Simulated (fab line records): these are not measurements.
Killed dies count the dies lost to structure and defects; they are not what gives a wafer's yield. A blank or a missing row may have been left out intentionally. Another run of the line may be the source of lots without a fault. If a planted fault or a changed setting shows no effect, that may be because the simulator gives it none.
Matching of chambers | flow sky130 | cmp-02 running SKY_LI_CONTACT_CMP_24: 4 sister chambers
The step polishes, stops on PSG, t overpolish 20 s, target thk 0 nm. 8 wafers are shown with their chamber, then 7 later ones without.

## WAFERS, EACH WITH ITS CHAMBER
wafer  | chamber | motor current A (A) | time to endpoint s (s)
L145.5 | 1       | 9.4                 | 96
L145.6 | 0       | 11.6                | 96
L148.1 | 0       | 10.9                | 103
L148.4 | 2       | 12.6                | 93
L158.3 | 1       | 9.1                 | 90
L158.5 | 3       | 10.4                | 88
L160.1 | 3       | 10.7                | 90
L160.2 | 2       | 13.2                | 88

## WAFERS MISSING THEIR CHAMBER
wafer  | motor current A (A) | time to endpoint s (s)
L160.4 | 11.3                | 97
L162.2 | 11.0                | 88
L162.3 | 12.6                | 90
L162.5 | 11.6                | 98
L163.1 | 11.1                | 88
L163.4 | 9.1                 | 95
L163.5 | 11.0                | 90

## EACH ONE'S CHAMBER
wafer  | from the rows above     | in truth
L160.4 | 0                       | 0
L162.2 | can't be placed: 3 or 0 | 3
L162.3 | 2                       | 2
L162.5 | 0                       | 0
L163.1 | can't be placed: 3 or 0 | 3
L163.4 | 1                       | 1
L163.5 | can't be placed: 3 or 0 | 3
4 of 7 placed correctly. Can't be placed from these rows: 3 (the true chamber is among the candidates in 3). 0 placed wrongly.
How it was worked out, from the rows above alone: a wafer's distance from a chamber is the root of the sum, over the readings, of the square of ((its reading less the chamber's mean) divided by the reading's scatter). If the next closest chamber is less than 2 further off than the closest, the wafer can't be placed; otherwise it belongs to the closest. For every chamber, the mean is computed from those of its wafers that are shown. The scatter: the root of (the sum of the squares of (reading less its chamber's mean) over the shown wafers, divided by (wafers less chambers)).
